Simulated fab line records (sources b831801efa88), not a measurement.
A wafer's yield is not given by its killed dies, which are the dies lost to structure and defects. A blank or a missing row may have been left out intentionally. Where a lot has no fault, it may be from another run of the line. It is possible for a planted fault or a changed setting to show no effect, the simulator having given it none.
Struck lot and sound lot, side by side -- flow gf180mcu -- 15 out of 602 route steps
Sound: these wafers, L696.3, L696.5, L696.6. Struck: wafer L698.2 (left out: L698.3, L698.6 of the same lot, which were not struck); the cause appears at the end.
For every step that has rows: the tool of each side, followed by ch and its chambers, followed by its first start. Under that, the readings that differ: sound wafers -- struck wafers -- difference of the means -- sigmas: that difference in standard deviations of wafers without a fault.
alike: same words and numbers on both sides, and readings whose means sit less than 2 such deviations apart. not compared: any withheld reading, any reading some wafer has no value for, any bound like >300 that may hide the same value, and any number with overlapping values for which the record gives no deviation.
The two part at a step that has a row with sigmas, a row that says differs or no value, or rows on one side only. Numbers that don't overlap but have no deviation are shown without sigmas and don't part them. A reading that every wafer of one side lacks parts them only if that side has two wafers or more.

GF_POLY_GATE_THK_MEAS_01:
  sound on filmMetro-02, day 9 12:40; struck on filmMetro-04, day 10 01:34
  alike: POLY_GATE_CVD_00_THK
then, 8 steps without rows for these wafers: GF_POLY_GATE_DEHYDRATE_02 (time 60 s); GF_POLY_GATE_HMDS_03 (prime time 60 s); GF_POLY_GATE_COAT_04; GF_POLY_GATE_COAT_05 (resist thk 700 nm); GF_POLY_GATE_SOFTBAKE_06 (time 60 s); GF_POLY_GATE_EXPOSE_07 (exposes mask Poly2, target cd 280 nm); GF_POLY_GATE_PEB_08 (peb time 90 s); GF_POLY_GATE_DEVELOP_09 (develop time 60 s).
GF_POLY_GATE_CD_MEAS_10: the cd target is 280 nm.
  sound on cdSem-02, day 10 05:24; struck on cdSem-01, day 10 19:47
  alike: cdNm
GF_POLY_GATE_OVL_MEAS_11:
  sound on overlay-02, day 10 05:29; struck on overlay-01, day 10 19:53
  alike: POLY_GATE_OVL
GF_POLY_GATE_ETCH_12: etches BARC in N2/H2.
  sound on rieDiel-03 ch 2,3, day 10 05:31; struck on rieDiel-02 ch 1, day 10 19:55
  alike: drypumpMotorCurrentA, oesProductAu, throttleValvePct
GF_POLY_GATE_ETCH_13: etches poly-Si in HBr/Cl2, stops on SiO2, target depth 198.5 nm, time 69.6 s.
  sound on rieSi-02 ch 0,3, day 10 05:34; struck on rieSi-02 ch 2, day 10 19:58
reading,sound,struck,difference,sigmas
drypumpMotorCurrentA (A),6.2 6.2 5.6,4.8,-1.2,-3
runLengthS (s),97.2 97.6 97.2,96.0,-1.3,-4
model.etch.depthNm (nm),198.5 196.2 195.4,187.1,-9.6,
model.POLY_GATE.featureDepthNm (nm),198.5 196.2 195.4,187.1,-9.6,
  alike: oesProductAu, throttleValvePct
  not compared: rfHoursCounterH
GF_POLY_GATE_STRIP_14: strips in O2/N2.
  sound on plasmaAsher-02 ch 0,1, day 10 05:39; struck on plasmaAsher-02 ch 0, day 10 20:01
reading,sound,struck,difference,sigmas
rfHoursCounterH (h),- - -,60,no value on the sound wafers,
  alike: drypumpMotorCurrentA, heaterPowerW, oesProductAu, platenTempC
-- the record jumps here: 20 days lie between the struck wafers' starts before and after (it left off in module POLY_GATE and takes up again in module PASSIVATION, whose first step shown is number 602 of the route) --
GF_PASSIVATION_PROBE_99:
  the record has rows for the struck wafers here (prober-02, day 30 16:47) and none for the sound ones

## WHERE THEY PART
Last at GF_PASSIVATION_PROBE_99 as far as this record goes, first at GF_POLY_GATE_ETCH_13.

WHY: what had been put in by the simulator
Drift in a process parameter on rieSi-02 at GF_POLY_GATE_ETCH_13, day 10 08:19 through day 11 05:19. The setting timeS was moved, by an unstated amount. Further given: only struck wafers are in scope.
